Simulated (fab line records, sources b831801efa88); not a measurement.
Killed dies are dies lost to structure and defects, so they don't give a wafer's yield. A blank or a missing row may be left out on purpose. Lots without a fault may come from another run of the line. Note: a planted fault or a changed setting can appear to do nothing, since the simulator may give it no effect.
Matching of chambers | flow gf180mcu | cmp-01 running GF_V3_CMP_04: 4 sister chambers
The step polishes SiO2. 8 wafers are shown with their chamber, then 7 later ones without.

== EACH WAFER AND ITS CHAMBER ==
wafer  | chamber | motor_current_A (A) | time_to_endpoint_s (s)
L829.3 | 3       | 9.4                 | 74
L831.1 | 0       | 12.4                | 66
L831.2 | 1       | 14.4                | 73
L832.1 | 0       | 11.9                | 69
L832.2 | 2       | 10.9                | 79
L832.4 | 1       | 14.9                | 76
L835.1 | 3       | 9.5                 | 76
L835.4 | 2       | 10.9                | 85

== WAFERS WITH NO CHAMBER GIVEN ==
wafer  | motor_current_A (A) | time_to_endpoint_s (s)
L835.6 | 10.3                | 78
L846.2 | 10.6                | 71
L846.4 | 15.7                | 68
L846.5 | 12.5                | 65
L850.1 | 10.8                | 78
L850.5 | 14.9                | 82
L850.6 | 11.9                | 74

== WHICH CHAMBER EACH WENT THROUGH ==
wafer  | from the rows above     | in truth
L835.6 | can't be placed: 2 or 3 | 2
L846.2 | can't be placed: 2 or 3 | 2
L846.4 | 1                       | 1
L846.5 | 0                       | 0
L850.1 | 2                       | 2
L850.5 | 1                       | 1
L850.6 | 0                       | 0
Correctly placed: 5 of 7. Can't be placed from these rows: 2 (the true chamber is among the candidates in 2). Wrongly placed: 0.
How it was worked out, from the rows above alone: a wafer's distance from a chamber is the root of the sum, over the readings, of the square of ((its reading less the chamber's mean) divided by the reading's scatter). The wafer belongs to the nearest chamber; if the next one is less than 2 further off, it can't be placed. A chamber's mean is the mean of its shown wafers. How the scatter is found: for the shown wafers, subtract from each reading the mean of its chamber, square and add these, divide the total by (wafers less chambers), then take the root.
